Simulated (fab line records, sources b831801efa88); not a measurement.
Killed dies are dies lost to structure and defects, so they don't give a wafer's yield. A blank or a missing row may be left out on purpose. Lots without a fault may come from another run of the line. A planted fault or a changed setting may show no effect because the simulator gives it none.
Chamber matching | flow sky130 | SKY_SONOS_ONO_ETCH_15 on rie_diel-02: 4 sister chambers
The step etches the open film in CHF3/O2, target depth 19.52 nm, time 7.8 s. 16 wafers are shown with their chamber, then 8 later ones without.

WAFERS WITH THEIR CHAMBER
wafer  | chamber | drypump_motor_current_A (A) | oes_product_au (a.u.) | throttle_valve_pct (%)
L074.1 | 3       | 6.3                         | 0.998                 | 8.823
L074.2 | 0       | 5.6                         | 0.984                 | 8.822
L074.3 | 2       | 5.1                         | 0.984                 | 8.820
L074.4 | 1       | 5.9                         | 1.015                 | 8.825
L074.5 | 1       | 6.0                         | 1.015                 | 8.825
L074.6 | 2       | 5.0                         | 0.980                 | 8.812
L075.2 | 3       | 6.3                         | 0.992                 | 8.818
L075.3 | 2       | 5.1                         | 0.987                 | 8.813
L075.6 | 3       | 6.3                         | 0.999                 | 8.837
L076.1 | 1       | 6.0                         | 1.023                 | 8.814
L076.2 | 2       | 5.1                         | 1.004                 | 8.823
L076.6 | 2       | 5.1                         | 0.990                 | 8.831
L077.2 | 0       | 5.6                         | 1.001                 | 8.835
L077.3 | 3       | 6.3                         | 1.000                 | 8.831
L077.4 | 2       | 5.1                         | 1.008                 | 8.828
L080.1 | 0       | 5.6                         | 0.999                 | 8.812

SIGNATURES (means of the wafers above)
reading                 | chamber 0 | chamber 1 | chamber 2 | chamber 3 | scatter within a chamber
drypump_motor_current_A | 5.600     | 5.967     | 5.083     | 6.300     | 0.0354
oes_product_au          | 0.99467   | 1.01767   | 0.99217   | 0.99725   | 0.00862
throttle_valve_pct      | 8.82300   | 8.82133   | 8.82117   | 8.82725   | 0.00846
Rule: a wafer's distance from a chamber is the root of the sum, over the readings, of the square of ((its reading less the chamber's mean) divided by the reading's scatter). The wafer belongs to the nearest chamber; if the next one is less than 2 further off, it can't be placed. The scatter: the root of (the sum of the squares of (reading less its chamber's mean) over the shown wafers, divided by (wafers less chambers)).

WAFERS WITHOUT THEIR CHAMBER
wafer  | drypump_motor_current_A (A) | oes_product_au (a.u.) | throttle_valve_pct (%)
L080.2 | 6.0                         | 0.998                 | 8.829
L080.5 | 5.6                         | 1.001                 | 8.818
L092.1 | 5.9                         | 1.012                 | 8.824
L092.2 | 5.5                         | 0.990                 | 8.818
L092.6 | 5.9                         | 1.007                 | 8.824
L096.2 | 5.9                         | 1.006                 | 8.817
L096.5 | 5.1                         | 1.006                 | 8.835
L096.6 | 5.9                         | 1.005                 | 8.824

WHICH CHAMBER EACH WENT THROUGH
wafer  | from the rows above | in truth
L080.2 | 1                   | 1
L080.5 | 0                   | 0
L092.1 | 1                   | 1
L092.2 | 0                   | 0
L092.6 | 1                   | 1
L096.2 | 1                   | 1
L096.5 | 2                   | 2
L096.6 | 1                   | 1
Placed correctly: 8 of 8. Can't be placed from these rows: 0. Placed wrongly: 0.
